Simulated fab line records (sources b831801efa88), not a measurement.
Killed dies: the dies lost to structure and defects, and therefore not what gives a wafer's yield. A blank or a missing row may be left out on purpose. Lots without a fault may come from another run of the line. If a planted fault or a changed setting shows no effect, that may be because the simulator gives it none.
fab line records	flow gf180mcu
record lots=6	wafers=18	last_day=33
route steps=602 shown V1@336
lots with no fault: from the same line, run without faults
start_h: start of the lot's first displayed wafer, in hours after the record's first day	wait_h: time in hours since the lot's previous step	" repeats the value in the row above	L1.1+2: several wafers, shown together as one row	- no value, or no start was given	* or withheld: withheld	< > ~ a bound
route shown NAME@n: a module of which the file shows steps, and the number in the route of the first	usual: mean and standard deviation over wafers with no fault	same: alike in all rows	chamber/n: place in a boat	sites: each site's reading	_std_site: the standard deviation of these	_edge_site: inner sites' mean taken away from outer sites' mean	radius_mm: how far each site lies from the wafer's centre	mask NAME#n: copy n	behind: the most recent tool/chamber to have shaped the wafer	hold: what put the lot on hold/how long, in hours/how the hold closed	device: the n, p or np transistor that did not switch	end of line: the tests these same wafers got at the end of their route	for a step that has no rows: nothing shown but its recipe	killed: count of dies lost to structure and defects at first sort (not the wafer's yield)	map: the dies of a wafer, with x for killed, . for not killed, _ for no die there
set.NAME: the setting the step ran with; set.NAME@STEP: the setting that earlier step ran with	model.NAME: the simulator's own value behind a step, which no gauge read
lots at selected steps of the route; one table per step, one row per wafer
services: the hour from which a tool's chamber was out of use, counted from the record's first day as start_h (under 0 if before that day), plus the number of hours and why
## steps
# step GF_V1_THK_MEAS_01
# recipe reads=SiO2_of_V1_CVD_00
# usual V1_CVD_00_THK=598/7.9
lot.wafer	tool	chamber	start_h	wait_h	V1_CVD_00_THK[nm]
L518.2	film_metro-02	-	416.08	0.0	586
L518.3	"	-	"	"	603
L518.5	"	-	"	"	601
L521.1	film_metro-03	-	430.75	0.0	588
L521.2	"	-	"	"	585
L521.3	"	-	"	"	604
L524.4	film_metro-01	-	463.67	0.0	599
L524.5	"	-	"	"	589
L524.6	"	-	"	"	592
L525.3	film_metro-03	-	466.53	0.1	609
L525.4	"	-	"	"	603
L525.6	"	-	"	"	599
L533.2	film_metro-03	-	536.15	0.0	598
L533.3	"	-	"	"	604
L533.5	"	-	"	"	610
L536.2	film_metro-03	-	556.89	0.0	601
L536.4	"	-	"	"	596
L536.5	"	-	"	"	606
# step GF_V1_CVD_02
# recipe material=SiO2	target_thk_nm=850	precursor=TEOS	temp_c=400	time_s=94.851	rf_w=600
# usual heater_power_w=602/83
lot.wafer	tool	chamber	start_h	wait_h	heater_power_w
L518.2	pecvd-02	1	416.13	0.0	447
L518.3	"	0	"	"	624
L518.5	"	1	"	"	512
L521.1	pecvd-01	2	430.81	0.1	682
L521.2	"	1	"	"	594
L521.3	"	0	"	"	552
L524.4	pecvd-02	0	463.74	0.1	518
L524.5	"	2	"	"	766
L524.6	"	1	"	"	538
L525.3	pecvd-02	2	466.57	0.0	753
L525.4	"	0	"	"	596
L525.6	"	2	"	"	603
L533.2	pecvd-02	1	536.20	0.0	549
L533.3	"	0	"	"	633
L533.5	"	1	"	"	459
L536.2	pecvd-02	0	556.94	0.0	652
L536.4	"	2	"	"	754
L536.5	"	1	"	"	519
# step GF_V1_THK_MEAS_03
# recipe reads=SiO2_of_V1_CVD_02
# usual V1_CVD_02_THK=854/11
lot.wafer	tool	chamber	start_h	wait_h	V1_CVD_02_THK[nm]
L518.2	film_metro-01	-	416.21	0.0	848
L518.3	"	-	"	"	841
L518.5	"	-	"	"	859
L521.1	film_metro-01	-	430.88	0.0	846
L521.2	"	-	"	"	843
L521.3	"	-	"	"	829
L524.4	film_metro-03	-	463.80	0.0	874
L524.5	"	-	"	"	860
L524.6	"	-	"	"	868
L525.3	film_metro-02	-	466.66	0.1	835
L525.4	"	-	"	"	869
L525.6	"	-	"	"	863
L533.2	film_metro-01	-	536.28	0.0	849
L533.3	"	-	"	"	850
L533.5	"	-	"	"	856
L536.2	film_metro-01	-	557.02	0.0	855
L536.4	"	-	"	"	871
L536.5	"	-	"	"	872
# step GF_V1_CMP_04
# recipe material=SiO2	down_force_psi=4	platen_rpm=60	pad_velocity_m_s=0.94248
# usual edge_zone_pressure_frac=1.001/0.0053	motor_current_A=12.4/1.3	time_to_endpoint_s=85/5.3
lot.wafer	tool	chamber	start_h	wait_h	edge_zone_pressure_frac	motor_current_A	time_to_endpoint_s
L518.2	cmp-01	0	416.31	0.1	1.002	12.7	75
L518.3	"	2	"	"	1.008	14.2	78
L518.5	"	3	"	"	1.006	14.1	86
L521.3	cmp-02	3	430.94	0.0	1.004	12.2	75
L521.1	"	0	"	"	0.998	11.1	83
L521.2	"	2	"	"	1.001	10.2	85
L524.4	cmp-01	1	463.98	0.2	0.995	12.6	88
L524.5	"	2	"	"	0.994	13.7	87
L524.6	"	3	"	"	0.996	13.8	87
L525.3	cmp-01	3	466.80	0.1	0.995	14.5	77
L525.4	"	0	"	"	0.996	12.1	84
L525.6	"	1	"	"	1.003	12.3	87
L533.2	cmp-02	0	536.43	0.1	0.993	10.5	85
L533.3	"	1	"	"	1.004	12.2	88
L533.5	"	2	"	"	1.000	10.5	86
L536.4	cmp-01	2	557.12	0.1	1.000	14.2	95
L536.2	"	0	"	"	1.006	12.8	83
L536.5	"	1	"	"	1.003	12.0	93
# step GF_V1_BOW_MEAS_05
# recipe mode=bow
# usual V1_BOW=82/6.8
lot.wafer	tool	chamber	start_h	wait_h	V1_BOW[um]
L518.2	film_metro-01	-	416.58	0.2	92
L518.3	"	-	"	"	90
L518.5	"	-	"	"	81
L521.1	film_metro-03	-	431.24	0.2	84
L521.2	"	-	"	"	84
L521.3	"	-	"	"	89
L524.4	film_metro-03	-	464.19	0.2	91
L524.5	"	-	"	"	93
L524.6	"	-	"	"	80
L525.3	film_metro-02	-	467.04	0.2	82
L525.4	"	-	"	"	83
L525.6	"	-	"	"	88
L533.2	film_metro-02	-	536.65	0.2	80
L533.3	"	-	"	"	84
L533.5	"	-	"	"	88
L536.2	film_metro-01	-	557.39	0.1	87
L536.4	"	-	"	"	93
L536.5	"	-	"	"	91
# step GF_V1_DEHYDRATE_06
# recipe temp_c=200	time_s=60
# step GF_V1_HMDS_07
# recipe prime_time_s=60	prime_temp_c=120
# step GF_V1_COAT_08
# recipe resist=BARC	temp_c=withheld	time_s=withheld	spin_rpm=withheld	resist_thk_nm=withheld
# step GF_V1_COAT_09
# recipe resist=KrF	spin_rpm=withheld	resist_thk_nm=1000
# step GF_V1_SOFTBAKE_10
# recipe temp_c=130	time_s=60	resist=KrF
# step GF_V1_EXPOSE_11
# recipe mask_id=Via1	target_cd_nm=260	na=0.68	source_shape=conventional	sigma_outer=0.6	dose_mj=38
# step GF_V1_PEB_12
# recipe peb_temp_c=135	peb_time_s=90	resist=KrF
# step GF_V1_DEVELOP_13
# recipe develop_time_s=60	resist=KrF	dev_temp_c=21
# usual chill_plate_temp_C=23.00/0.1	develop_time_s=60/0	developer_temp_C=21.01/0.11
lot.wafer	tool	chamber	start_h	wait_h	chill_plate_temp_C	develop_time_s	developer_temp_C	model.KrF_of_V1_COAT_09.thk_nm
L518.2	litho_track-02	0	440.48	0.2	22.94	60	21.02	989
L518.3	"	0	"	"	23.01	60	20.97	989.9
L518.5	"	0	"	"	23.05	60	20.99	988.3
L521.1	litho_track-04	0	455.00	0.2	22.91	60	21.07	986.4
L521.2	"	0	"	"	23.04	60	20.92	985.5
L521.3	"	0	"	"	22.94	60	21.10	985.7
L524.4	litho_track-02	-	487.77	0.1	-	-	-	1005
L524.5	"	-	"	"	-	-	-	1004
L524.6	"	-	"	"	-	-	-	1002
L525.3	litho_track-02	-	490.75	0.1	-	-	-	1004
L525.4	"	-	"	"	-	-	-	1003
L525.6	"	-	"	"	-	-	-	1001
L533.2	litho_track-04	0	558.47	0.2	22.84	60	20.81	986.8
L533.3	"	0	"	"	22.97	60	20.74	987.7
L533.5	"	0	"	"	22.96	60	20.91	986.4
L536.2	litho_track-02	0	579.07	0.2	23.13	60	21.11	985.4
L536.4	"	0	"	"	23.12	60	21.09	980.1
L536.5	"	0	"	"	23.05	60	21.17	985.3
# step GF_V1_CD_MEAS_14
# recipe target_cd_nm=260
# usual cd_nm=259.6/1.3
lot.wafer	tool	chamber	start_h	wait_h	cd_nm
L518.2	cd_sem-02	-	440.62	0.1	262.2
L518.3	"	-	"	"	261.2
L518.5	"	-	"	"	263.2
L521.1	cd_sem-01	-	455.15	0.1	259.7
L521.2	"	-	"	"	259.5
L521.3	"	-	"	"	259.1
L524.4	cd_sem-01	-	487.91	0.1	-
L524.5	"	-	"	"	-
L524.6	"	-	"	"	-
L525.3	cd_sem-01	-	490.89	0.1	-
L525.4	"	-	"	"	-
L525.6	"	-	"	"	-
L533.2	cd_sem-01	-	558.62	0.1	258.3
L533.3	"	-	"	"	257.7
L533.5	"	-	"	"	257.7
L536.2	cd_sem-02	-	579.29	0.2	258.3
L536.4	"	-	"	"	259.5
L536.5	"	-	"	"	258.2
## services
tool	chamber	start_h	hours	kind
cmp-02	-	393.77	2.0	repair
cmp-01	-	404.00	4.0	pm
cmp-01	-	408.00	-	consumable_replace:conditioner
cmp-01	-	408.00	-	consumable_replace:pad
cmp-02	-	418.90	2.2	repair
pecvd-02	-	423.36	2.8	repair
pecvd-01	-	454.23	14.0	repair
cmp-02	-	463.71	5.8	repair
cmp-01	-	502.80	0.3	repair
cmp-02	-	513.81	1.1	repair
pecvd-02	2	517.81	9.8	repair
pecvd-01	-	537.95	2.8	pm
cmp-02	-	558.10	5.1	repair
pecvd-01	-	567.55	4.1	repair
cmp-02	-	572.03	4.0	pm
cmp-02	-	576.03	-	consumable_replace:conditioner
cmp-02	-	576.03	-	consumable_replace:pad
## key
first_sign step=GF_V1_DEVELOP_13	reading=tool_record	direction=missing
effect none on later readings
model_effect step=GF_V1_DEVELOP_13	value=KrF_of_V1_COAT_09.thk_nm	without=988.3	struck=1003
met_at GF_V1_DEVELOP_13
struck_wafers L524.4,L524.5,L524.6,L525.3,L525.4,L525.6
later_rows_left_out L524.4,L524.5,L524.6,L525.3,L525.4,L525.6
sort_left_out L524.4,L524.5,L524.6,L525.3,L525.4,L525.6
onset_between 440.48 487.77
fault kind=skipped_step_whole	tool=litho_track-02	chamber=-	onset_h=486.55	steps=GF_V1_DEVELOP_13	scope=struck_lots_only
# sort_left_out: the simulated sort isn't trusted on such a fault, so these wafers' sort isn't shown, and their yield isn't known
# later_rows_left_out: the simulator's readings of these wafers behind a module that went badly wrong aren't trusted and aren't shown, but for the sort
